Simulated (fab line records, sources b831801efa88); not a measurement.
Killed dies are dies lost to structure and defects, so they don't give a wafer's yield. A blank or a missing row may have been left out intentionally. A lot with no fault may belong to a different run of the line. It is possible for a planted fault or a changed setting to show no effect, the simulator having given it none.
2 desks looking at one fault | flow gf180mcu | each desk holds nothing but its own numbers, with what lay behind them at the end

METROLOGY DESK
What the gauges read for every lot (on any tool): the sampled wafers with a number, averaged. The brackets show how far a lot's mean lies from the usual mean; more than 4 standard deviations puts the lot out of limits, marked OUT.
Columns: A = PSD_OVL at GF_PSD_OVL_MEAS_08, usual 0.0 nm; B = SAB_CVD_00_THK at GF_SAB_THK_MEAS_01, usual 49.7 nm
lot  | first seen here | A    | B
L606 | day 14 04:22    | 0.9  | 49.5
L607 | day 14 09:45    | -0.3 | 49.9
L608 | day 14 18:40    | -1.1 | 50.2
L610 | day 15 10:53    | 0.3  | 49.8
L611 | day 15 17:07    | 1.4  | 50.4
L613 | day 16 17:36    | 2.6  | 50.1
L618 | day 18 17:07    | -1.8 | 49.0
L619 | day 18 22:49    | 1.2  | 50.1
L622 | day 19 22:16    | -2.2 | 49.5
L621 | day 20 02:40    | 0.5  | 50.2
L624 | day 20 11:41    | -0.1 | 49.8
L626 | day 21 03:54    | -1.5 | 49.1
L628 | day 21 23:34    | -1.5 | 49.4
L629 | day 22 10:19    | 0.9  | 49.3
This desk found nothing out of limits on any of the 14 lots.

TOOL OWNER'S DESK, rie-diel-01
The tool's own readings at GF_POLY_GATE_ETCH_12 (etches BARC in N2/H2): means of the sampled wafers that have a number, for each lot that ran on this tool. The brackets show how far a lot's mean lies from the usual mean; more than 4 standard deviations puts the lot out of limits, marked OUT.
Columns: A = bias-w at GF_POLY_GATE_ETCH_12, usual 100.1 W; B = drypump-motor-current-A at GF_POLY_GATE_ETCH_12, usual 5.8 A; C = oes-product-au at GF_POLY_GATE_ETCH_12, usual 0.735 a.u.; D = throttle-valve-pct at GF_POLY_GATE_ETCH_12, usual 13.213 %
lot  | first seen here | A              | B   | C     | D
L606 | day 9 03:12     | 100.0          | 6.0 | 0.739 | 13.208
L610 | day 10 06:14    | 100.3          | 5.8 | 0.738 | 13.224
L611 | day 10 12:45    | 93.6 (-21) OUT | 5.7 | 0.734 | 13.213
L613 | day 11 05:29    | 93.9 (-20) OUT | 6.4 | 0.735 | 13.211
L628 | day 15 18:09    | 100.0          | 5.7 | 0.734 | 13.218
L629 | day 16 08:30    | 100.2          | 5.8 | 0.736 | 13.214
This desk's verdict: out of limits on L611, L613, starting with L611 at day 10 12:45 (bias-w at GF_POLY_GATE_ETCH_12). Within limits: L606, L610, L628, L629.

TAKEN TOGETHER
An alarm could have come from the tool owner's desk at day 10 12:45, on L611, L613.
Nothing out of limits was seen by the metrology desk.
The metrology desk holds a record of L611, L613, inside its limits.
Of the lots named, all ran GF_POLY_GATE_ETCH_12 on rie-diel-01.

WHAT HAD BEEN PUT IN BY THE SIMULATOR
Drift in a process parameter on rie-diel-01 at GF_POLY_GATE_ETCH_12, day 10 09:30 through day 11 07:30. A move of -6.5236 in setting bias-w, from 100. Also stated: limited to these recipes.
Struck lots among those shown: L611, L613.
Delay in hours, fault start to first out-of-limits reading, by desk: the tool owner's desk at 3.
